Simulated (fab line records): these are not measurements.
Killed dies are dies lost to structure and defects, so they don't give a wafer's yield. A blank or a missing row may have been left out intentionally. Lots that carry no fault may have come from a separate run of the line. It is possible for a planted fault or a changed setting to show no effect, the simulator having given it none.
Tool commonality check | flow gf180mcu | Sample size 12 lots and 42 wafers

REASON FOR OPENING
Of 12 lots, 2 have the reading HV_LDD_3_TW flagged at GF_HV_LDD_TW_MEAS_38. Wafers without a fault read 1441, standard deviation 6.9.
Rule: a lot is flagged in two cases, either no wafer of it has a number, or all its wafers with numbers fall more than 4 standard deviations from that mean. As for the other lots, they are considered sound.

lot  | measured     | on           | HV_LDD_3_TW, wafer by wafer   | flag
L824 | day 11 23:57 | filmMetro-01 | 1441 1438 1442                | 
L825 | day 12 01:17 | filmMetro-01 | 1436 1446 1436                | 
L827 | day 12 13:02 | filmMetro-04 | 1437 1435 1443                | 
L828 | day 12 19:14 | filmMetro-04 | 1441 1438 1435                | 
L830 | day 13 21:50 | filmMetro-02 | 1449 1445 1447                | 
L833 | day 14 12:31 | filmMetro-04 | 1443 1443 1441                | 
L842 | day 17 15:58 | filmMetro-02 | 1408 1408 1395 1403 1408 1399 | FLAGGED
L843 | day 18 00:21 | filmMetro-04 | 1398 1395 1400 1396 1397 1400 | FLAGGED
L844 | day 18 09:29 | filmMetro-02 | 1439 1427 1444                | 
L845 | day 18 15:04 | filmMetro-04 | 1434 1437 1427                | 
L846 | day 18 18:26 | filmMetro-02 | 1437 1445 1443                | 
L847 | day 19 05:32 | filmMetro-02 | 1446 1442 1453                | 
The numbers of the flagged lots are 1401 on average: -40 against the usual, or -6 standard deviations.

TOOL THAT RAN EACH LOT
The record holds 1 process step before the reading, out of a route of 602 steps. Every cell lists first the tool, next ch and the chambers used by the sampled wafers, and last the start.
lot  | flag    | GF_HV_LDD_IMPLANT_36
L824 |         | implanter-04 ch 0, day 11 23:43
L825 |         | implanter-01 ch 0, day 12 01:02
L827 |         | implanter-03 ch 0, day 12 12:47
L828 |         | implanter-03 ch 0, day 12 18:59
L830 |         | implanter-04 ch 0, day 13 21:35
L833 |         | implanter-01 ch 0, day 14 12:17
L842 | FLAGGED | implanter-01 ch 0, day 17 15:44
L843 | FLAGGED | implanter-01 ch 0, day 18 00:07
L844 |         | implanter-03 ch 0, day 18 09:14
L845 |         | implanter-03 ch 0, day 18 14:49
L846 |         | implanter-04 ch 0, day 18 18:11
L847 |         | implanter-04 ch 0, day 19 05:17
What the steps here do:
- GF_HV_LDD_IMPLANT_36
- GF_HV_LDD_TW_MEAS_38

FLAGGED AGAINST TOTAL, ONE TOOL AT A TIME (gauges that did the reading follow at the end)
step                 | tool         | lots run | flagged | share of the flagged lots | sound lots run after its first flagged lot
GF_HV_LDD_IMPLANT_36 | implanter-01 | 4        | 2       | all                       | 0
GF_HV_LDD_IMPLANT_36 | implanter-03 | 4        | 0       | none                      | -
GF_HV_LDD_IMPLANT_36 | implanter-04 | 4        | 0       | none                      | -
GF_HV_LDD_TW_MEAS_38 | filmMetro-01 | 2        | 0       | none                      | -
GF_HV_LDD_TW_MEAS_38 | filmMetro-02 | 5        | 1       | some                      | 3 (L844,L846,L847)
GF_HV_LDD_TW_MEAS_38 | filmMetro-04 | 5        | 1       | some                      | 1 (L845)

THE TABLE: WHAT IT ALLOWS
Rows of the table that ran each flagged lot: 1, that is implanter-01 at GF_HV_LDD_IMPLANT_36.
- implanter-01 at GF_HV_LDD_IMPLANT_36: 2 of its 4 lots flagged. It ran its last sound lot, L833, at day 14 12:17 and its first flagged lot, L842, at day 17 15:44: a fault with its onset between the two fits. Its own readings lie more than 4 standard deviations out on every wafer of the flagged lots: doseIonsCm2, faradayCurrentUA.
Left over: one tool, implanter-01 at GF_HV_LDD_IMPLANT_36.

WHAT THE SIMULATOR PUT IN
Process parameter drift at GF_HV_LDD_IMPLANT_36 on implanter-01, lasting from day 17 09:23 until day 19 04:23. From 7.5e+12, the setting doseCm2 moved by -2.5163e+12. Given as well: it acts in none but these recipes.
Lots struck among those shown: L842, L843. This agrees with what the rule above found.
